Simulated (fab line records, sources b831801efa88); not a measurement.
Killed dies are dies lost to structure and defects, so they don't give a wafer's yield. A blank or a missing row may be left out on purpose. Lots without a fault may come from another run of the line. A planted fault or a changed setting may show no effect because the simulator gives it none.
Problem report in the 8D (eight disciplines) form, filled by code | flow sky130 | the parts of the form that need people (team, actions taken, sign-off) are left out

1. THE PROBLEM
VIA3_HDPCVD_THK at SKY_VIA3_THK_MEAS_01 reads a mean of 2470 nm on 2 wafers of 2 lots; wafers without a fault read 1638 nm with a standard deviation of 14. That is +59 standard deviations from the usual mean.
First seen on wafer L337.1, day 42 02:59, on film_metro-01. The record holds 33 wafers of 11 lots with a number at this step. Rule for "out", or "out of limits": more than 4 standard deviations from the usual mean. The other wafers with a number count as sound.

2. WHAT IT IS AND WHAT IT IS NOT
question                    | is                           | is not
which readings at this step | VIA3_HDPCVD_THK              | -
which lots                  | L337, L338                   | L327, L328, L329, L330, L333, L335, L340, L341, L347
which wafers of those lots  | L337.1, L338.4               | L337.3, L337.5, L338.3, L338.5
read on which gauges        | film_metro-01, film_metro-02 | film_metro-03
when                        | from day 42 02:59            | up to then (20 sound wafers); but 11 sound wafers of L338, L340, L341, L347 came after

3. SUSPECTS, AND WHAT RULES EACH OUT
Counting: a tool at a process step up to the reading stays a suspect if it ran every lot that is out. Sound lots after the first of them don't rule it out here, since some wafers of a struck lot are sound.
- the gauge at SKY_VIA3_THK_MEAS_01: ruled out. The wafers that are out were read on 2 gauges (film_metro-01, film_metro-02).
- hdpcvd-01 at SKY_VIA3_HDPCVD_00 (deposits SiO2, target thk 1635 nm, time 272.5 s): kept. It ran every lot that is out, first L337 (day 42 02:49); its last sound lot up to then is L335 (day 41 12:56).
Left after counting: hdpcvd-01 at SKY_VIA3_HDPCVD_00.

4. THE CAUSE (what the simulator had put in)
Process parameter drift: hdpcvd-01, from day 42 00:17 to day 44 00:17, at SKY_VIA3_HDPCVD_00. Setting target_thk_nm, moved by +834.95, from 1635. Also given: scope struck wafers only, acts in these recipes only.
Counting left only this tool.

5. THE CHAIN OF EFFECTS, in route order
Each row: a reading whose mean over the struck wafers that have a number lies more than 3 standard deviations from the usual. Only readings for which the record gives a usual standard deviation are gone through. hours: the time from each lot's start at the first step in this table that gives one to its start at this step, as a median over the lots. sigmas: the change in usual standard deviations.
hours | step                 | reading         | usual   | on struck wafers | change | sigmas
0     | SKY_VIA3_THK_MEAS_01 | VIA3_HDPCVD_THK | 1638 nm | 2470             | +832   | +59

6. WHAT WOULD HAVE CAUGHT IT SOONER
In this record the first reading out of limits at a measuring or inspecting step was taken at day 42 02:59, 3 hours after the fault began at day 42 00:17.
Of the lots that are out (2), L338 began SKY_VIA3_HDPCVD_00 on hdpcvd-01 after day 42 02:59. A hold on the tool at that time would have spared it.
